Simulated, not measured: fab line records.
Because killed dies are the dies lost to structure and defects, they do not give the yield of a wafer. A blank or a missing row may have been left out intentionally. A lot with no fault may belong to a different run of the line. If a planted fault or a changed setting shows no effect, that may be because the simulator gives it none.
fab line records | flow sky130
[record] lots = 10 wafers = 30 last_day = 49
route steps=708 shown LDD_P@262 LDD_LDN@296 LOCAL_INTERCONNECT@387 CONTACT@423 PAD_OPEN@708
lots untouched by any fault: they come from a run of this same line in which no faults occurred
start_h: start of the lot's first displayed wafer, in hours after the record's first day | wait_h: hours elapsed since this lot's preceding step | " the same as in the row above | L1.1+2: one row covering several wafers at once | - either no value or no given start | * or withheld: withheld | < > ~ a bound
route shown NAME@n: a module of which the file shows steps, and the number in the route of the first | usual: mean and standard deviation over wafers with no fault | same: alike in all rows | chamber/n: place in a boat | sites: per-site readings | _std_site: their standard deviation | _edge_site: the outer-site mean with the inner-site mean subtracted | radius_mm: how far each site lies from the wafer's centre | mask NAME#n: copy n | behind: tool/chamber where the wafer was last shaped | hold: the reason the lot was held/the length of the hold in hours/how it ended | device: names the non-switching transistor (n, p or np) | end of line: the tests these same wafers got at the end of their route | a step without rows: its recipe alone | killed: at the first sort, the dies lost to defects and structure; wafer yield is something else | map: shows each die of a wafer: x if killed, . if not, _ if none is there
set.NAME: setting as actually run; set.NAME@STEP: the setting as run at that earlier step | model.NAME: the simulator's own value behind a step, which no gauge read
steps of the route over a sample of lots; a table a step, a row a wafer
services: a tool's chamber out of use, with start hour (start_h, from the record's first day; less than 0 if before it), hours out, and reason
[[steps]]
[step SKY_LDD_P_CD_MEAS_07]
[recipe] target_cd_nm = 380
[usual] cd_nm = 379.8/2.5
// columns lot.wafer tool chamber start_h wait_h cd_nm
L649.3 cd_sem-01 - 447.06 0.1 380.3
L649.4 " - " " 378.7
L649.5 " - " " 379.9
L652.1 cd_sem-02 - 475.18 0.1 380.7
L652.5 " - " " 380.4
L652.6 " - " " 381.9
L653.2 cd_sem-02 - 477.85 0.1 377.5
L653.3 " - " " 377.0
L653.4 " - " " 378.0
L655.1 cd_sem-02 - 496.30 0.1 378.1
L655.3 " - " " 377.8
L655.4 " - " " 378.8
L658.1 cd_sem-02 - 525.23 0.1 382.8
L658.3 " - " " 381.3
L658.4 " - " " 377.4
L659.2 cd_sem-01 - 533.19 0.1 380.6
L659.4 " - " " 379.9
L659.5 " - " " 380.8
L660.1 cd_sem-01 - 543.37 0.1 380.5
L660.3 " - " " 380.5
L660.4 " - " " 379.9
L662.3 cd_sem-01 - 558.71 0.1 380.0
L662.5 " - " " 381.3
L662.6 " - " " 380.5
L664.2 cd_sem-02 - 576.00 0.1 382.6
L664.3 " - " " 381.8
L664.5 " - " " 380.3
L665.4 cd_sem-01 - 588.44 0.1 378.6
L665.5 " - " " 375.9
L665.6 " - " " 379.1
[step SKY_LDD_LDN_OVL_MEAS_07]
[usual] LDD_LDN_OVL = 0.5/1.3
// columns lot.wafer tool chamber start_h wait_h LDD_LDN_OVL[nm]
L649.3 overlay-01 - 541.08 0.1 2.3
L649.4 " - " " 1.7
L649.5 " - " " 0.9
L652.1 overlay-01 - 566.43 0.1 -0.3
L652.5 " - " " 0.7
L652.6 " - " " 1.9
L653.2 overlay-01 - 569.98 0.1 2.2
L653.3 " - " " 1.0
L653.4 " - " " 2.6
L655.1 overlay-01 - 586.87 0.1 -1.4
L655.3 " - " " -1.7
L655.4 " - " " -0.2
L658.1 overlay-01 - 614.47 0.1 0.3
L658.3 " - " " 0.9
L658.4 " - " " -0.3
L659.2 overlay-01 - 622.63 0.1 0.1
L659.4 " - " " -2.8
L659.5 " - " " -1.7
L660.1 overlay-01 - 632.83 0.1 0.0
L660.3 " - " " 0.9
L660.4 " - " " -0.4
L662.3 overlay-02 - 647.13 0.1 -2.0
L662.5 " - " " -1.1
L662.6 " - " " 0.0
L664.2 overlay-02 - 662.72 0.1 1.3
L664.3 " - " " 0.4
L664.5 " - " " -0.3
L665.4 overlay-01 - 675.39 0.1 -0.8
L665.5 " - " " -0.5
L665.6 " - " " -1.8
[step SKY_LOCAL_INTERCONNECT_SPUTTER_00]
[recipe] material = TiN target_thk_nm = 100 temp_c = 300 power_w = 6500 time_s = 83.3 chamber_pressure_pa = 0.4
[usual] cathode_dc_power_W = 6500.0/1.1 throttle_valve_pct = 30.2/0.91
// columns lot.wafer tool chamber start_h wait_h cathode_dc_power_W throttle_valve_pct
L649.3 pvd_sputter-03 - 691.55 0.1 6499.3 29.7
L649.4 " - " " 6499.1 31.5
L649.5 " - " " 6499.5 29.6
L652.1 pvd_sputter-04 - 716.53 0.2 6502.3 30.2
L652.5 " - " " 6499.3 30.4
L652.6 " - " " 6501.5 28.9
L653.2 pvd_sputter-03 - 719.76 0.2 6500.4 32.1
L653.3 " - " " 6499.2 29.7
L653.4 " - " " 6500.1 29.9
L655.1 pvd_sputter-03 - 736.80 0.1 6499.3 31.9
L655.3 " - " " 6497.6 29.6
L655.4 " - " " 6501.5 30.2
L658.1 pvd_sputter-04 - 760.36 0.1 6499.9 31.2
L658.3 " - " " 6499.3 30.3
L658.4 " - " " 6498.2 28.9
L659.2 pvd_sputter-03 - 769.25 0.2 6501.1 31.8
L659.4 " - " " 6499.9 29.6
L659.5 " - " " 6500.6 29.6
L660.1 pvd_sputter-02 - 776.62 0.2 6499.7 30.1
L660.3 " - " " 6500.7 30.4
L660.4 " - " " 6498.8 27.7
L662.3 pvd_sputter-04 - 790.64 0.1 6762.1 31.3
L662.5 " - " " 6762.1 30.9
L662.6 " - " " 6761.0 30.2
L664.2 pvd_sputter-03 - 805.55 0.1 6498.7 29.9
L664.3 " - " " 6499.8 29.8
L664.5 " - " " 6502.1 30.0
L665.4 pvd_sputter-04 - 816.29 0.1 6762.0 31.2
L665.5 " - " " 6761.6 30.8
L665.6 " - " " 6761.0 29.0
[step SKY_LOCAL_INTERCONNECT_RS_MEAS_01]
[recipe] thk_meas_gauge = four-point-probe reads = TiN_of_LOCAL_INTERCONNECT_SPUTTER_00
[usual] LOCAL_INTERCONNECT_TIN_RS = 14.17/0.18
// columns lot.wafer tool chamber start_h wait_h hold LOCAL_INTERCONNECT_TIN_RS[ohm/sq]
L649.3 film_metro-04 - 691.65 0.1 - 14.32
L649.4 " - " " - 14.46
L649.5 " - " " - 14.12
L652.1 film_metro-03 - 716.60 0.0 - 13.92
L652.5 " - " " - 14.22
L652.6 " - " " - 13.95
L653.2 film_metro-01 - 719.85 0.1 - 14.31
L653.3 " - " " - 14.09
L653.4 " - " " - 14.21
L655.1 film_metro-01 - 736.86 0.0 - 14.15
L655.3 " - " " - 14.11
L655.4 " - " " - 14.40
L658.1 film_metro-01 - 760.42 0.0 - 14.04
L658.3 " - " " - 14.07
L658.4 " - " " - 13.84
L659.2 film_metro-01 - 769.33 0.1 - 14.39
L659.4 " - " " - 14.32
L659.5 " - " " - 14.10
L660.1 film_metro-04 - 776.69 0.0 - 14.32
L660.3 " - " " - 14.19
L660.4 " - " " - 14.03
L662.3 film_metro-03 - 790.75 0.1 await_dispo/0.2h/release 13.64
L662.5 " - " " await_dispo/0.2h/release 13.59
L662.6 " - " " await_dispo/0.2h/release 13.49
L662.3 film_metro-03 - 791.03 0.3 - 13.63
L662.5 " - " " - 13.60
L662.6 " - " " - 13.46
L664.2 film_metro-03 - 805.63 0.1 - 14.40
L664.3 " - " " - 14.34
L664.5 " - " " - 14.44
L665.4 film_metro-01 - 816.42 0.1 await_dispo/0.2h/release 13.69
L665.5 " - " " await_dispo/0.2h/release 13.47
L665.6 " - " " await_dispo/0.2h/release 13.39
L665.4 film_metro-01 - 816.85 0.4 - 13.70
L665.5 " - " " - 13.49
L665.6 " - " " - 13.45
[step SKY_LOCAL_INTERCONNECT_THK_MEAS_02]
[recipe] thk_meas_gauge = xrf reads = TiN_of_LOCAL_INTERCONNECT_SPUTTER_00
[usual] LOCAL_INTERCONNECT_TIN_THK = 98.9/1.3
// columns lot.wafer tool chamber start_h wait_h hold LOCAL_INTERCONNECT_TIN_THK[nm]
L649.3 film_metro-04 - 691.75 0.1 - 98.3
L649.4 " - " " - 97.2
L649.5 " - " " - 99.4
L652.1 film_metro-03 - 716.72 0.1 - 100.2
L652.5 " - " " - 98.4
L652.6 " - " " - 100.4
L653.2 film_metro-01 - 719.96 0.1 - 98.3
L653.3 " - " " - 99.0
L653.4 " - " " - 98.8
L655.1 film_metro-01 - 736.98 0.1 - 98.9
L655.3 " - " " - 99.6
L655.4 " - " " - 97.3
L658.1 film_metro-01 - 760.54 0.1 - 99.4
L658.3 " - " " - 99.9
L658.4 " - " " - 101.6
L659.2 film_metro-01 - 769.44 0.1 - 97.6
L659.4 " - " " - 98.0
L659.5 " - " " - 99.4
L660.1 film_metro-04 - 776.81 0.1 - 97.4
L660.3 " - " " - 98.9
L660.4 " - " " - 99.5
L662.3 film_metro-03 - 792.67 1.6 await_dispo/0.2h/release 102.7
L662.5 " - " " await_dispo/0.2h/release 102.4
L662.6 " - " " await_dispo/0.2h/release 103.4
L662.3 film_metro-03 - 792.98 0.3 - 102.0
L662.5 " - " " - 102.7
L662.6 " - " " - 103.8
L664.2 film_metro-03 - 805.74 0.1 - 96.6
L664.3 " - " " - 97.6
L664.5 " - " " - 97.0
L665.4 film_metro-01 - 820.29 3.4 await_dispo/0.2h/release 102.0
L665.5 " - " " await_dispo/0.2h/release 103.9
L665.6 " - " " await_dispo/0.2h/release 104.5
L665.4 film_metro-01 - 820.52 0.2 - 102.7
L665.5 " - " " - 104.3
L665.6 " - " " - 104.6
[step SKY_LOCAL_INTERCONNECT_METAL_ETCH_14]
[recipe] target_depth_nm = 110 stop_on = PSG chemistry = Cl2/BCl3 target = TiN resist_sidewall_deg = 88 pressure_mtorr = 10 icp_w = 900 bias_w = 48.5 Cl2_flow_sccm = 60 bcl3_flow_sccm = 30 time_s = 31.4
[usual] drypump_motor_current_A = 5.5/0.35 oes_product_au = 0.940/0.0081 throttle_valve_pct = 21.902/0.0092
// columns lot.wafer tool chamber start_h wait_h drypump_motor_current_A oes_product_au rf_hours_counter_h throttle_valve_pct
L649.3 rie_metal-02 0 719.89 0.1 6.0 0.941 - 21.910
L649.4 " 0 " " 5.9 0.929 - 21.897
L649.5 " 0 " " 6.0 0.943 - 21.897
L652.1 rie_metal-02 0 744.19 0.0 6.0 0.948 8 21.897
L652.5 " 0 " " 6.0 0.941 - 21.890
L652.6 " 1 " " 5.3 0.954 - 21.894
L653.2 rie_metal-02 0 746.90 0.0 5.9 0.934 9 21.894
L653.3 " 1 " " 5.3 0.939 - 21.890
L653.4 " 0 " " 5.9 0.930 - 21.898
L655.1 rie_metal-02 1 764.65 0.0 5.3 0.944 2 21.909
L655.3 " 1 " " 5.3 0.944 - 21.906
L655.4 " 0 " " 5.9 0.928 - 21.913
L658.1 rie_metal-03 0 787.21 0.0 5.6 0.953 13 21.885
L658.3 " 0 " " 5.6 0.943 - 21.900
L658.4 " 1 " " 5.2 0.953 - 21.895
L659.2 rie_metal-02 1 796.09 0.0 5.3 0.933 4 21.903
L659.4 " 0 " " 6.0 0.935 - 21.902
L659.5 " 1 " " 5.3 0.943 - 21.908
L660.1 rie_metal-04 1 803.95 0.0 5.6 0.933 11 21.919
L660.3 " 1 " " 5.6 0.937 - 21.904
L660.4 " 0 " " 5.0 0.949 - 21.889
L662.3 rie_metal-02 1 818.11 0.0 5.3 0.963 - 21.886
L662.5 " 0 " " 6.0 0.967 - 21.902
L662.6 " 1 " " 5.3 0.970 - 21.891
L664.2 rie_metal-02 0 832.68 0.0 6.0 0.932 12 21.899
L664.3 " 1 " " 5.3 0.934 - 21.903
L664.5 " 1 " " 5.3 0.929 - 21.910
L665.4 rie_metal-04 0 842.76 0.0 5.0 0.963 - 21.884
L665.5 " 0 " " 4.9 0.961 - 21.884
L665.6 " 1 " " 5.6 0.970 - 21.876
[step SKY_CONTACT_ETCH_17]
[recipe] target = SiO2 chemistry = C4F8/O2/Ar stop_on = Si3N4 mask_material = KrF-thick source_w = 1500 bias_w = 1200 pressure_mtorr = 40 c4f8_flow_sccm = withheld O2_flow_sccm = 6 Ar_flow_sccm = 300 time_s = withheld target_depth_a = 3400
[usual] oes_product_au = 0.892/0.0048
// columns lot.wafer tool chamber start_h wait_h oes_product_au
L649.3 rie_diel-01 0 749.13 0.0 0.904
L649.4 " 2 " " 0.896
L649.5 " 3 " " 0.898
L652.1 rie_diel-03 3 772.33 0.0 0.885
L652.5 " 3 " " 0.897
L652.6 " 2 " " 0.885
L653.2 rie_diel-04 0 775.03 0.0 0.889
L653.3 " 1 " " 0.898
L653.4 " 2 " " 0.899
L655.1 rie_diel-04 1 792.86 0.0 0.900
L655.3 " 3 " " 0.899
L655.4 " 0 " " 0.887
L658.1 rie_diel-04 2 815.51 0.0 0.889
L658.3 " 3 " " 0.888
L658.4 " 1 " " 0.894
L659.2 rie_diel-03 2 823.88 0.0 0.895
L659.4 " 0 " " 0.894
L659.5 " 2 " " 0.893
L660.1 rie_diel-04 1 831.41 0.0 0.892
L660.3 " 2 " " 0.885
L660.4 " 0 " " 0.892
L662.3 rie_diel-01 0 845.76 0.0 0.906
L662.5 " 1 " " 0.889
L662.6 " 2 " " 0.887
L664.2 rie_diel-01 2 860.38 0.0 0.887
L664.3 " 1 " " 0.892
L664.5 " 3 " " 0.890
L665.4 rie_diel-01 0 870.61 0.0 0.893
L665.5 " 2 " " 0.883
L665.6 " 1 " " 0.884
[step SKY_PAD_OPEN_PROBE_99]
[usual] killed_at_M0_to_M3 = 42/7.2 killed_at_M4_up = 3.4/2.1 killed_at_contacts = 24/5.4 killed_at_front_end = 15/4 killed_at_other = 0.3/0.53 killed_dies = 85/8.8 killed_open = 47/6.7 killed_short = 38/6.5
[same] gross_dies = 492 killed_at_back_side = 0
// columns lot.wafer tool chamber start_h wait_h killed_at_M0_to_M3 killed_at_M4_up killed_at_contacts killed_at_front_end killed_at_other killed_dies killed_open killed_short
L665.5 prober-01 - 1176.68 0.2 38 2 17 15 0 72 30 42
// killed by level:class
L665.5 VIA3:geometric_particle:short=8 FIELD_ISO:geometric_particle:short=7 VIA1:geometric_particle:open=7 CONTACT:geometric_particle:short=5 VIA3:geometric_particle:open=5 POLY_GATE:geometric_particle:short=4 METAL1:geometric_particle:short=4 VIA2:geometric_particle:open=4
[[services]]
// columns tool chamber start_h hours kind
rie_metal-03 - 668.38 2.8 pm
pvd_sputter-04 - 688.62 3.6 repair
rie_metal-04 - 693.88 78.8 repair
pvd_sputter-02 - 703.61 2.1 repair
rie_metal-02 1 704.33 - clean
rie_metal-02 1 704.33 21.2 scheduled_down
rie_metal-02 1 704.33 21.2 vent_cycle
rie_diel-01 2 720.51 2.8 repair
rie_diel-01 3 724.20 6.1 repair
pvd_sputter-03 2 741.59 - consumable_replace:kit
pvd_sputter-03 2 741.59 18.0 scheduled_down
pvd_sputter-03 2 741.59 18.0 vent_cycle
rie_metal-03 - 744.73 28.1 pm
rie_diel-01 2 752.85 - clean
rie_diel-01 2 752.85 21.2 scheduled_down
rie_diel-01 2 752.85 21.2 vent_cycle
rie_diel-04 3 755.07 - clean
rie_diel-04 3 755.07 16.0 scheduled_down
rie_diel-01 1 772.14 9.9 repair
rie_diel-03 - 796.94 14.6 pm
rie_diel-04 0 797.27 1.7 repair
rie_metal-03 0 798.82 2.8 repair
rie_metal-04 - 821.12 2.8 pm
pvd_sputter-04 - 839.28 0.5 repair
[[key]]
[first_sign] step = SKY_LOCAL_INTERCONNECT_SPUTTER_00 reading = cathode_dc_power_W direction = up sigmas = 99+ usual = 6500.0 struck = 6761.6
[effect] step = SKY_LOCAL_INTERCONNECT_RS_MEAS_01 reading = visit direction = added
[effect] step = SKY_LOCAL_INTERCONNECT_THK_MEAS_02 reading = visit direction = added
[effect] step = SKY_LOCAL_INTERCONNECT_METAL_ETCH_14 reading = oes_product_au direction = up sigmas = 3.1 usual = 0.940 struck = 0.966
met_at SKY_LOCAL_INTERCONNECT_SPUTTER_00
struck_lots L662,L665
tester_left_out L662,L665
not_acting_at SKY_LDD_P_CD_MEAS_07,SKY_LDD_LDN_OVL_MEAS_07,SKY_CONTACT_ETCH_17
onset_between 760.36 790.64
[fault] kind = process_parameter_drift tool = pvd_sputter-04 chamber = - onset_h = 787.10 steps = SKY_LOCAL_INTERCONNECT_SPUTTER_00 channel = power_w offset = * shape = step end_h = 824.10 acts_in = * stated = *
// tester_left_out: of these lots the tester's yield and bins aren't shown, on N5 and GAA mostly nor the transistor test; their killed dies are dies lost to structure and defects alone, not to doping, threshold or leakage, so they don't give the yield
